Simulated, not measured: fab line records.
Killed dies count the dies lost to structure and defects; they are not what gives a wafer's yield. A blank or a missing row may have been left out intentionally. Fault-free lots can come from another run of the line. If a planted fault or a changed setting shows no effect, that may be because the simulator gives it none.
fab line records	flow sky130	part 1 of 2: steps 1 to 25 of 38
[record] lots = 5	wafers = 15	last_day = 50
route steps=708 shown CONTACT@415 METAL1@434
lots that met no fault: taken from a fault-free run of the same line
start_h: start of the lot's first displayed wafer, in hours after the record's first day	wait_h: hours since the lot's step before	" identical to the entry in the row above	L1.1+2: several wafers, shown together as one row	- no value, or no start was given	* or withheld: withheld	< > ~ a bound
route shown NAME@n: names a module that has steps shown in the file, with the first one's number in the route	usual: mean and standard deviation over wafers with no fault	same: alike in all rows	chamber/n: place in a boat	sites: the reading at each site	_std_site: standard deviation of those values	_edge_site: mean of outer sites minus mean of inner sites	radius_mm: for every site, how far away it sits from the centre of the wafer	mask NAME#n: copy n	behind: the last tool/chamber to shape the wafer	hold: what put the lot on hold/how long, in hours/how the hold closed	device: transistor that didn't switch, given as n, p or np	end of line: the route-end tests of the same wafers	a step with no rows: only its recipe	killed: at the first sort, the dies lost to defects and structure; wafer yield is something else	map: the dies of a wafer, with x for killed, . for not killed, _ for no die there
set.NAME: the setting that was run; set.NAME@STEP: the one run at that earlier step	model.NAME: the simulator's own value behind a step, which no gauge read
lots at some steps of the route; a table a step, a row a wafer
services: a tool's chamber out of use, with start hour (start_h, from the record's first day; less than 0 if before it), hours out, and reason
[[steps]]
[step SKY_CONTACT_COAT_09]
[recipe] resist = KrF-thick	spin_rpm = 3000	resist_thk_nm = 450
lot.wafer	tool	chamber	start_h	wait_h
L081.3+5+6	litho_track-01	0	-	-
L087.2+4+6	litho_track-02	0	-	-
L088.3+4+6	litho_track-02	0	-	-
L092.1+5+6	litho_track-02	0	-	-
L095.2+3+6	litho_track-02	0	-	-
[step SKY_CONTACT_SOFTBAKE_10]
[recipe] temp_c = 100	time_s = 90	resist = KrF-thick
lot.wafer	tool	chamber	start_h	wait_h
L081.3+5+6	litho_track-01	0	-	-
L087.2+4+6	litho_track-02	0	-	-
L088.3+4+6	litho_track-02	0	-	-
L092.1+5+6	litho_track-02	0	-	-
L095.2+3+6	litho_track-02	0	-	-
[step SKY_CONTACT_EXPOSE_11]
[recipe] mask_id = CTM1	na = 0.8	source_shape = annular	sigma_inner = 0.55	sigma_outer = 0.85	target_cd_nm = 170	dose_mj = 38
lot.wafer	tool	chamber	start_h	wait_h	mask
L081.3+5+6	krf_scanner-01	0	-	-	CTM1#0
L087.2+4+6	krf_scanner-01	0	-	-	CTM1#0
L088.3+4+6	krf_scanner-02	0	-	-	CTM1#0
L092.1+5+6	krf_scanner-02	0	-	-	CTM1#0
L095.2+3+6	krf_scanner-02	0	-	-	CTM1#0
[step SKY_CONTACT_PEB_12]
[recipe] peb_temp_c = withheld	peb_time_s = withheld	resist = KrF-thick
lot.wafer	tool	chamber	start_h	wait_h
L081.3+5+6	litho_track-02	0	-	-
L087.2+4+6	litho_track-01	0	-	-
L088.3+4+6	litho_track-04	0	-	-
L092.1+5+6	litho_track-02	0	-	-
L095.2+3+6	litho_track-04	0	-	-
[step SKY_CONTACT_DEVELOP_13]
[recipe] develop_time_s = 60	resist = KrF-thick	dev_temp_c = 21
lot.wafer	tool	chamber	start_h	wait_h
L081.3+5+6	litho_track-02	0	-	-
L087.2+4+6	litho_track-01	0	-	-
L088.3+4+6	litho_track-04	0	-	-
L092.1+5+6	litho_track-02	0	-	-
L095.2+3+6	litho_track-04	0	-	-
[step SKY_CONTACT_CD_MEAS_14]
[recipe] target_cd_nm = 170
[usual] cd_nm = 169.9/1.6
lot.wafer	tool	chamber	start_h	wait_h	cd_nm
L081.3	cd_sem-02	-	816.70	-	170.0
L081.5	"	-	"	"	170.5
L081.6	"	-	"	"	170.1
L087.2	cd_sem-02	-	844.66	-	170.2
L087.4	"	-	"	"	168.8
L087.6	"	-	"	"	168.0
L088.3	cd_sem-02	-	848.03	-	168.6
L088.4	"	-	"	"	169.2
L088.6	"	-	"	"	168.0
L092.1	cd_sem-01	-	877.06	-	171.7
L092.5	"	-	"	"	171.7
L092.6	"	-	"	"	170.1
L095.2	cd_sem-02	-	893.71	-	167.1
L095.3	"	-	"	"	168.1
L095.6	"	-	"	"	167.5
[step SKY_CONTACT_OVL_MEAS_15]
[usual] CONTACT_OVL = -1/5.4
lot.wafer	tool	chamber	start_h	wait_h	CONTACT_OVL[nm]
L081.3	overlay-02	-	816.79	0.1	-3
L081.5	"	-	"	"	-2
L081.6	"	-	"	"	-11
L087.2	overlay-01	-	844.76	0.1	-3
L087.4	"	-	"	"	-5
L087.6	"	-	"	"	-6
L088.3	overlay-01	-	848.12	0.1	0
L088.4	"	-	"	"	5
L088.6	"	-	"	"	0
L092.1	overlay-01	-	877.18	0.1	1
L092.5	"	-	"	"	-3
L092.6	"	-	"	"	-5
L095.2	overlay-01	-	893.82	0.1	4
L095.3	"	-	"	"	5
L095.6	"	-	"	"	-9
[step SKY_CONTACT_ETCH_16]
[recipe] chemistry = N2/H2	target = BARC	ion_energy_ev = 200	source_w = 500	bias_w = 100	pressure_mtorr = 30	n2_flow_sccm = 100	h2_flow_sccm = 200	stop_on = SiO2	time_s = 45.9	target_depth_a = 600
[usual] drypump_motor_current_A = 5.8/0.33	oes_product_au = 0.855/0.0052	rf_fwd_power_W = 494.7/2.1	throttle_valve_pct = 13.226/0.0094
lot.wafer	tool	chamber	start_h	wait_h	drypump_motor_current_A	oes_product_au	rf_fwd_power_W	rf_hours_counter_h	throttle_valve_pct
L081.3	rie_diel-01	1	816.82	0.0	5.7	0.852	496.1	15	13.221
L081.5	"	2	"	"	6.1	0.856	497.2	-	13.217
L081.6	"	3	"	"	5.6	0.846	495.5	-	13.247
L087.2	rie_diel-01	3	844.79	0.0	5.6	0.848	493.9	8	13.216
L087.4	"	0	"	"	5.7	0.853	493.2	5	13.223
L087.6	"	3	"	"	5.6	0.858	495.5	-	13.217
L088.3	rie_diel-04	2	848.15	0.0	6.1	0.861	493.6	13	13.210
L088.4	"	1	"	"	5.5	0.864	497.3	9	13.235
L088.6	"	1	"	"	5.5	0.855	496.7	-	13.221
L092.1	rie_diel-03	1	877.22	0.0	6.2	0.857	496.5	7	13.226
L092.5	"	2	"	"	5.7	0.851	497.1	-	13.211
L092.6	"	3	"	"	5.7	0.858	489.5	-	13.215
L095.2	rie_diel-03	1	893.85	0.0	6.2	0.861	496.2	8	13.235
L095.3	"	3	"	"	5.7	0.862	493.4	17	13.227
L095.6	"	2	"	"	5.7	0.857	496.8	-	13.222
[step SKY_CONTACT_ETCH_17]
[recipe] target = SiO2	chemistry = C4F8/O2/Ar	stop_on = Si3N4	mask_material = KrF-thick	source_w = 1500	bias_w = 1200	pressure_mtorr = 40	c4f8_flow_sccm = withheld	O2_flow_sccm = 6	Ar_flow_sccm = 300	time_s = withheld	target_depth_a = 3400
[usual] oes_product_au = 0.892/0.0048	rf_fwd_power_W = 1486/6.6
lot.wafer	tool	chamber	start_h	wait_h	oes_product_au	rf_fwd_power_W
L081.3	rie_diel-01	1	816.86	0.0	0.893	1496
L081.5	"	2	"	"	0.897	1485
L081.6	"	3	"	"	0.901	1489
L087.2	rie_diel-01	3	844.84	0.0	0.899	1474
L087.4	"	0	"	"	0.890	1491
L087.6	"	3	"	"	0.898	1485
L088.3	rie_diel-04	2	848.19	0.0	0.893	1479
L088.4	"	1	"	"	0.887	1501
L088.6	"	1	"	"	0.889	1499
L092.1	rie_diel-03	1	877.26	0.0	0.885	1495
L092.5	"	2	"	"	0.897	1489
L092.6	"	3	"	"	0.884	1482
L095.2	rie_diel-03	1	893.89	0.0	0.887	1494
L095.3	"	3	"	"	0.894	1479
L095.6	"	2	"	"	0.884	1492
[step SKY_CONTACT_ETCH_18]
[recipe] target = Si3N4	chemistry = CHF3/O2	stop_on = TiN	source_w = 600	bias_w = 200	pressure_mtorr = 40	chf3_flow_sccm = 50	O2_flow_sccm = 5	time_s = 39	target_depth_a = 750
[usual] drypump_motor_current_A = 5.8/0.33	oes_product_au = 0.855/0.0081	rf_fwd_power_W = 592.7/3	throttle_valve_pct = 8.793/0.0086
lot.wafer	tool	chamber	start_h	wait_h	drypump_motor_current_A	oes_product_au	rf_fwd_power_W	rf_hours_counter_h	throttle_valve_pct
L081.3	rie_diel-01	1	-	-	5.8	0.858	594.7	15	8.800
L081.5	"	2	"	"	6.0	0.860	596.8	-	8.781
L081.6	"	3	"	"	5.6	0.849	589.0	-	8.789
L087.2	rie_diel-01	3	-	-	5.6	0.846	592.2	8	8.790
L087.4	"	0	"	"	5.7	0.864	592.4	5	8.807
L087.6	"	3	"	"	5.6	0.850	594.7	-	8.784
L088.3	rie_diel-04	2	-	-	6.1	0.853	589.9	13	8.785
L088.4	"	1	"	"	5.5	0.853	593.6	9	8.797
L088.6	"	1	"	"	5.5	0.862	597.2	-	8.797
L092.1	rie_diel-03	1	-	-	6.2	0.844	594.3	7	8.795
L092.5	"	2	"	"	5.6	0.852	592.5	-	8.792
L092.6	"	3	"	"	5.8	0.855	592.5	-	8.797
L095.2	rie_diel-03	1	-	-	6.2	0.854	595.6	8	8.793
L095.3	"	3	"	"	5.7	0.856	589.7	17	8.791
L095.6	"	2	"	"	5.7	0.865	588.6	-	8.792
[step SKY_CONTACT_STRIP_19]
[recipe] chemistry = O2/N2	power_w = 1400	pressure_mtorr = 1500	platen_temp_c = withheld	o2_flow_sccm = 3000	n2_flow_sccm = 300	overash_fraction = 0.5
[usual] drypump_motor_current_A = 5.7/0.35	oes_product_au = 0.380/0.0042	strip_time_to_endpoint_s = 3.616/0.024
[same] overash_fraction = 0.5
lot.wafer	tool	chamber	start_h	wait_h	drypump_motor_current_A	oes_product_au	rf_hours_counter_h	strip_time_to_endpoint_s
L081.3	plasma_asher-03	0	816.98	-	4.9	0.388	-	3.652
L081.5	"	0	"	"	4.9	0.380	-	3.639
L081.6	"	1	"	"	6.0	0.374	-	3.602
L087.2	plasma_asher-01	1	844.93	-	5.9	0.376	11	3.605
L087.4	"	1	"	"	6.0	0.382	-	3.600
L087.6	"	0	"	"	5.3	0.378	-	3.603
L088.3	plasma_asher-02	0	848.31	-	5.8	0.375	-	3.607
L088.4	"	1	"	"	5.9	0.375	-	3.619
L088.6	"	0	"	"	5.8	0.374	-	3.609
L092.1	plasma_asher-02	0	877.35	-	5.8	0.378	43	3.622
L092.5	"	1	"	"	5.9	0.380	-	3.617
L092.6	"	0	"	"	5.8	0.378	-	3.610
L095.2	plasma_asher-01	0	893.98	-	5.3	0.376	16	3.626
L095.3	"	1	"	"	5.9	0.379	-	3.646
L095.6	"	1	"	"	5.9	0.379	-	3.658
[step SKY_CONTACT_STRIP_20]
[recipe] chemistry = post_etch_residue_remover	time_s = 1200	temp_c = 72.5
[usual] bath_heat_duty_pct = 14.7/1.7
lot.wafer	tool	chamber	start_h	wait_h	bath_heat_duty_pct
L081.3	wet_bench-03	1	817.05	0.0	12.0
L081.5	"	1	"	"	13.0
L081.6	"	1	"	"	13.8
L087.2	wet_bench-01	1	845.03	0.1	17.3
L087.4	"	1	"	"	16.3
L087.6	"	1	"	"	17.0
L088.3	wet_bench-02	0	848.38	0.0	16.6
L088.4	"	0	"	"	14.6
L088.6	"	0	"	"	15.6
L092.1	wet_bench-03	1	877.45	0.1	13.4
L092.5	"	1	"	"	12.8
L092.6	"	1	"	"	12.8
L095.2	wet_bench-01	1	894.08	0.1	16.2
L095.3	"	1	"	"	14.5
L095.6	"	1	"	"	17.2
[step SKY_CONTACT_CLEAN_21]
[recipe] chemistry = IPA	time_s = 180	temp_c = 25
[usual] bath_heat_duty_pct = 6.2/0.76
lot.wafer	tool	chamber	start_h	wait_h	bath_heat_duty_pct
L081.3	wet_bench-01	3	817.39	0.0	7.1
L081.5	"	3	"	"	6.6
L081.6	"	3	"	"	7.3
L087.2	wet_bench-03	2	845.37	0.0	6.2
L087.4	"	2	"	"	6.3
L087.6	"	2	"	"	5.9
L088.3	wet_bench-01	1	848.72	0.0	7.6
L088.4	"	1	"	"	7.5
L088.6	"	1	"	"	7.2
L092.1	wet_bench-01	2	877.79	0.0	6.4
L092.5	"	2	"	"	4.9
L092.6	"	2	"	"	5.6
L095.2	wet_bench-03	1	894.42	0.0	6.2
L095.3	"	1	"	"	6.4
L095.6	"	1	"	"	5.8
[step SKY_CONTACT_CLEAN_22]
[recipe] chemistry = O3/DIW	dry = n2_spin
lot.wafer	tool	chamber	start_h	wait_h
L081.3+5+6	wet_bench-03	3	817.45	0.0
L087.2+4+6	wet_bench-01	2	845.43	0.0
L088.3+4+6	wet_bench-03	1	848.78	0.0
L092.1+5+6	wet_bench-02	2	877.85	0.0
L095.2+3+6	wet_bench-01	0	894.49	0.0
[step SKY_CONTACT_SPUTTER_23]
[recipe] material = TiN	target_thk_nm = 20	chamber_pressure_pa = 5	power_w = 4000	time_s = 80
[usual] throttle_valve_pct = 30.5/0.76
lot.wafer	tool	chamber	start_h	wait_h	throttle_valve_pct
L081.3	pvd_sputter-01	-	817.54	0.0	30.4
L081.5	"	-	"	"	28.9
L081.6	"	-	"	"	30.6
L087.2	pvd_sputter-04	-	845.52	0.0	30.4
L087.4	"	-	"	"	30.0
L087.6	"	-	"	"	29.9
L088.3	pvd_sputter-03	-	848.87	0.0	31.2
L088.4	"	-	"	"	29.5
L088.6	"	-	"	"	30.4
L092.1	pvd_sputter-01	-	877.94	0.0	30.3
L092.5	"	-	"	"	30.7
L092.6	"	-	"	"	31.5
L095.2	pvd_sputter-03	-	894.58	0.0	30.9
L095.3	"	-	"	"	31.2
L095.6	"	-	"	"	30.7
[step SKY_CONTACT_CVD_24]
[recipe] material = W	target_thk_nm = 340	time_s = 102.12	temp_c = 400	pressure_torr = 40
[usual] heater_power_w = 882/190
lot.wafer	tool	chamber	start_h	wait_h	heater_power_w
L081.3	cvd_w-01	1	817.64	0.1	1188
L081.5	"	1	"	"	1189
L081.6	"	0	"	"	700
L087.2	cvd_w-01	1	845.58	0.0	1214
L087.4	"	1	"	"	1151
L087.6	"	0	"	"	709
L088.3	cvd_w-02	1	848.97	0.1	782
L088.4	"	0	"	"	853
L088.6	"	0	"	"	834
L092.1	cvd_w-01	0	878.00	0.0	700
L092.5	"	0	"	"	696
L092.6	"	1	"	"	1196
L095.2	cvd_w-02	1	894.64	0.0	778
L095.3	"	1	"	"	797
L095.6	"	1	"	"	792
[step SKY_CONTACT_RS_MEAS_25]
[recipe] thk_meas_gauge = four-point-probe	reads = W_of_CONTACT_CVD_24+TiN_of_CONTACT_SPUTTER_23
[usual] CONTACT_W_RS = 0.336/0.0047
lot.wafer	tool	chamber	start_h	wait_h	CONTACT_W_RS[ohm/sq]
L081.3	film_metro-04	-	817.75	0.1	0.336
L081.5	"	-	"	"	0.341
L081.6	"	-	"	"	0.345
L087.2	film_metro-01	-	845.71	0.1	0.332
L087.4	"	-	"	"	0.333
L087.6	"	-	"	"	0.338
L088.3	film_metro-03	-	849.08	0.1	0.328
L088.4	"	-	"	"	0.336
L088.6	"	-	"	"	0.336
L092.1	film_metro-03	-	878.11	0.1	0.341
L092.5	"	-	"	"	0.339
L092.6	"	-	"	"	0.330
L095.2	film_metro-03	-	894.77	0.1	0.329
L095.3	"	-	"	"	0.328
L095.6	"	-	"	"	0.330
[step SKY_CONTACT_THK_MEAS_26]
[recipe] thk_meas_gauge = xrf	reads = W_of_CONTACT_CVD_24
[usual] CONTACT_W_THK = 347/5.9
lot.wafer	tool	chamber	start_h	wait_h	CONTACT_W_THK[nm]
L081.3	film_metro-04	-	817.85	0.1	342
L081.5	"	-	"	"	339
L081.6	"	-	"	"	334
L087.2	film_metro-01	-	845.82	0.1	357
L087.4	"	-	"	"	356
L087.6	"	-	"	"	350
L088.3	film_metro-03	-	849.18	0.1	354
L088.4	"	-	"	"	348
L088.6	"	-	"	"	346
L092.1	film_metro-03	-	878.23	0.1	345
L092.5	"	-	"	"	349
L092.6	"	-	"	"	358
L095.2	film_metro-03	-	894.88	0.1	352
L095.3	"	-	"	"	353
L095.6	"	-	"	"	353
[step SKY_CONTACT_CMP_27]
[recipe] stop_on = SiO2	t_overpolish_s = 15	down_force_psi = 3.5	platen_rpm = 60	target_thk_nm = 0	pad_velocity_m_s = 0.94248
[usual] head_pressure_psi = 3.499/0.0084	motor_current_A = 10.7/1.5	overpolish_run_s = 15.001/0.01	time_to_endpoint_s = 83.1/2.8
lot.wafer	tool	chamber	start_h	wait_h	head_pressure_psi	motor_current_A	overpolish_run_s	time_to_endpoint_s
L081.3	cmp-02	0	817.99	0.1	3.493	9.2	14.996	84.0
L081.6	"	2	"	"	3.501	12.2	14.989	84.7
L081.5	"	3	"	"	3.499	11.1	14.982	81.7
L087.2	cmp-02	3	845.87	0.0	3.504	10.7	15.004	85.8
L087.4	"	0	"	"	3.503	9.7	14.983	85.1
L087.6	"	3	"	"	3.506	10.4	15.006	81.8
L088.3	cmp-01	2	849.27	0.1	3.495	8.2	15.003	87.2
L088.4	"	3	"	"	3.491	11.6	15.006	83.7
L088.6	"	1	"	"	3.511	9.5	15.005	83.6
L092.1	cmp-02	1	878.39	0.1	3.506	11.5	15.010	82.0
L092.5	"	3	"	"	3.490	10.7	14.996	78.4
L092.6	"	0	"	"	3.494	8.9	15.005	80.2
L095.2	cmp-01	3	894.93	0.0	3.495	11.6	14.985	87.6
L095.3	"	1	"	"	3.508	9.8	15.006	92.5
L095.6	"	3	"	"	3.486	11.7	15.003	88.2
[step SKY_METAL1_SPUTTER_00]
[recipe] material = Ti	target_thk_nm = 15	power_w = 3000	time_s = 10	chamber_pressure_pa = 0.4
[usual] throttle_valve_pct = 30.1/0.63
lot.wafer	tool	chamber	start_h	wait_h	throttle_valve_pct
L081.3	pvd_sputter-02	-	818.19	0.1	29.1
L081.5	"	-	"	"	29.7
L081.6	"	-	"	"	29.8
L087.2	pvd_sputter-02	-	846.17	0.2	29.7
L087.4	"	-	"	"	31.1
L087.6	"	-	"	"	31.4
L088.3	pvd_sputter-02	-	849.52	0.2	29.7
L088.4	"	-	"	"	31.4
L088.6	"	-	"	"	29.2
L092.1	pvd_sputter-02	-	878.59	0.1	29.3
L092.5	"	-	"	"	29.4
L092.6	"	-	"	"	30.0
L095.2	pvd_sputter-02	-	895.23	0.2	29.3
L095.3	"	-	"	"	29.7
L095.6	"	-	"	"	29.5
[step SKY_METAL1_SPUTTER_01]
[recipe] material = TiN	target_thk_nm = 20	power_w = 6500	time_s = 16.7	chamber_pressure_pa = 0.4
[usual] throttle_valve_pct = 30.1/0.63
lot.wafer	tool	chamber	start_h	wait_h	throttle_valve_pct
L081.3	pvd_sputter-02	-	818.22	0.0	29.4
L081.5	"	-	"	"	29.9
L081.6	"	-	"	"	29.6
L087.2	pvd_sputter-02	-	846.19	0.0	29.9
L087.4	"	-	"	"	31.4
L087.6	"	-	"	"	31.1
L088.3	pvd_sputter-02	-	849.55	0.0	29.3
L088.4	"	-	"	"	31.2
L088.6	"	-	"	"	29.1
L092.1	pvd_sputter-02	-	878.62	0.0	29.5
L092.5	"	-	"	"	29.7
L092.6	"	-	"	"	29.8
L095.2	pvd_sputter-02	-	895.25	0.0	29.5
L095.3	"	-	"	"	29.9
L095.6	"	-	"	"	29.7
[step SKY_METAL1_SPUTTER_02]
[recipe] material = AlCu	target_thk_nm = 250	power_w = 10600	time_s = 13.3	chamber_pressure_pa = 0.4
[usual] throttle_valve_pct = 30.1/0.62
lot.wafer	tool	chamber	start_h	wait_h	throttle_valve_pct
L081.3	pvd_sputter-02	-	818.24	0.0	29.1
L081.5	"	-	"	"	30.0
L081.6	"	-	"	"	29.6
L087.2	pvd_sputter-02	-	846.22	0.0	30.0
L087.4	"	-	"	"	31.2
L087.6	"	-	"	"	31.3
L088.3	pvd_sputter-02	-	849.57	0.0	29.4
L088.4	"	-	"	"	31.2
L088.6	"	-	"	"	29.5
L092.1	pvd_sputter-02	-	878.64	0.0	29.4
L092.5	"	-	"	"	29.5
L092.6	"	-	"	"	29.8
L095.2	pvd_sputter-02	-	895.28	0.0	29.2
L095.3	"	-	"	"	30.0
L095.6	"	-	"	"	29.4
[step SKY_METAL1_SPUTTER_03]
[recipe] material = Ti	target_thk_nm = 5	power_w = 3000	time_s = 3.3	chamber_pressure_pa = 0.4
[usual] throttle_valve_pct = 30.2/0.64
lot.wafer	tool	chamber	start_h	wait_h	throttle_valve_pct
L081.3	pvd_sputter-02	-	818.27	0.0	29.4
L081.5	"	-	"	"	30.0
L081.6	"	-	"	"	29.3
L087.2	pvd_sputter-02	-	846.24	0.0	30.2
L087.4	"	-	"	"	31.2
L087.6	"	-	"	"	31.3
L088.3	pvd_sputter-02	-	849.60	0.0	29.4
L088.4	"	-	"	"	31.4
L088.6	"	-	"	"	29.5
L092.1	pvd_sputter-02	-	878.67	0.0	29.3
L092.5	"	-	"	"	29.5
L092.6	"	-	"	"	29.9
L095.2	pvd_sputter-02	-	895.30	0.0	29.4
L095.3	"	-	"	"	30.0
L095.6	"	-	"	"	29.4
[step SKY_METAL1_SPUTTER_04]
[recipe] material = TiN	target_thk_nm = 70	power_w = 6500	time_s = 58.3	chamber_pressure_pa = 0.4
[usual] throttle_valve_pct = 30.2/0.64
lot.wafer	tool	chamber	start_h	wait_h	throttle_valve_pct
L081.3	pvd_sputter-02	-	818.28	0.0	29.2
L081.5	"	-	"	"	29.8
L081.6	"	-	"	"	29.8
L087.2	pvd_sputter-02	-	846.26	0.0	29.6
L087.4	"	-	"	"	31.4
L087.6	"	-	"	"	31.4
L088.3	pvd_sputter-02	-	849.61	0.0	29.6
L088.4	"	-	"	"	31.4
L088.6	"	-	"	"	29.4
L092.1	pvd_sputter-02	-	878.68	0.0	29.4
L092.5	"	-	"	"	29.7
L092.6	"	-	"	"	29.8
L095.2	pvd_sputter-02	-	895.32	0.0	29.4
L095.3	"	-	"	"	29.7
L095.6	"	-	"	"	29.5
[step SKY_METAL1_RS_MEAS_05]
[recipe] thk_meas_gauge = four-point-probe	reads = TiN_of_METAL1_SPUTTER_04+Ti_of_METAL1_SPUTTER_03+AlCu_of_METAL1_SPUTTER_02+TiN_of_METAL1_SPUTTER_01+Ti_of_METAL1_SPUTTER_00
[usual] METAL1_ALCU_RS = 0.1269/0.00098
lot.wafer	tool	chamber	start_h	wait_h	METAL1_ALCU_RS[ohm/sq]
L081.3	film_metro-03	-	818.37	0.1	0.1272
L081.5	"	-	"	"	0.1270
L081.6	"	-	"	"	0.1271
L087.2	film_metro-02	-	846.33	0.0	0.1264
L087.4	"	-	"	"	0.1262
L087.6	"	-	"	"	0.1262
L088.3	film_metro-02	-	849.70	0.1	0.1257
L088.4	"	-	"	"	0.1261
L088.6	"	-	"	"	0.1278
L092.1	film_metro-03	-	878.73	0.0	0.1259
L092.5	"	-	"	"	0.1273
L092.6	"	-	"	"	0.1258
L095.2	film_metro-03	-	895.39	0.0	0.1267
L095.3	"	-	"	"	0.1268
L095.6	"	-	"	"	0.1270
